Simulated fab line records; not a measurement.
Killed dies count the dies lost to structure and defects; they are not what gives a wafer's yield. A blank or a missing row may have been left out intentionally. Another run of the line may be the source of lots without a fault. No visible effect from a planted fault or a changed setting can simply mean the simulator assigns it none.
The same fault as seen by 2 desks	flow sky130	what lay behind the numbers comes last; until then each desk has only its own

== FROM THE METROLOGY DESK ==
What the gauges read, lot by lot, whatever tool the lot ran on: means of the sampled wafers that have a number. Any lot whose mean is over 4 standard deviations away from the usual mean is out of limits and marked OUT; that distance is given in the brackets.
Columns: A = VIA4_HDPCVD_THK at SKY_VIA4_THK_MEAS_01, usual 1754 nm
lot	first seen here	A
L736	day 41 09:49	1768
L737	day 41 20:24	1763
L738	day 42 00:50	1778
L739	day 42 08:32	1750
L741	day 43 02:23	1733
L742	day 43 07:46	1931 (+8.8) OUT
L750	day 45 17:26	1752
L751	day 46 00:10	1750
L754	day 46 15:01	1754
L755	day 46 19:50	1762
L756	day 47 06:43	1771
L757	day 47 07:29	1761
L758	day 47 08:15	1742
Per this desk, out of limits: L742; the first was L742, day 43 07:46 (VIA4_HDPCVD_THK at SKY_VIA4_THK_MEAS_01). L736, L737, L738, L739, L741, L750, L751, L754, L755, L756, L757, L758: within limits.

== AT THE TOOL OWNER'S DESK: hdpcvd-02 ==
The tool's own readings at SKY_VIA4_HDPCVD_00 (deposits SiO2, target thk 1750 nm, time 291.7 s): means of the sampled wafers that have a number, for each lot that ran on this tool. Any lot whose mean is over 4 standard deviations away from the usual mean is out of limits and marked OUT; that distance is given in the brackets.
Columns: A = runLengthS at SKY_VIA4_HDPCVD_00, usual 319.7 s
lot	first seen here	A
L736	day 41 09:37	320.0
L737	day 41 20:12	319.5
L738	day 42 00:38	319.5
L739	day 42 08:21	320.0
L742	day 43 07:39	346.6 (+71) OUT
L750	day 45 17:15	320.0
L754	day 46 14:49	319.9
L755	day 46 19:39	319.8
L756	day 47 06:32	320.0
L757	day 47 07:17	319.3
This desk finds L742 out of limits, L742 being first, at day 43 07:39 (runLengthS at SKY_VIA4_HDPCVD_00). L736, L737, L738, L739, L750, L754, L755, L756, L757: within limits.

== BROUGHT TOGETHER ==
On L742, at day 43 07:39, an alarm was possible from the tool owner's desk.
L742 would have let the metrology desk raise an alarm at day 43 07:46.
Of the lots named, all ran SKY_VIA4_HDPCVD_00 on hdpcvd-02.

== WHAT THE SIMULATOR PUT IN ==
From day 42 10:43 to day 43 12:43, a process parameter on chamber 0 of hdpcvd-02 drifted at SKY_VIA4_HDPCVD_00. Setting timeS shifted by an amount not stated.
Shown lots that were struck: L742.
Time in hours from fault onset to the first out-of-limits reading at each desk: tool owner's desk 21, metrology desk 21.
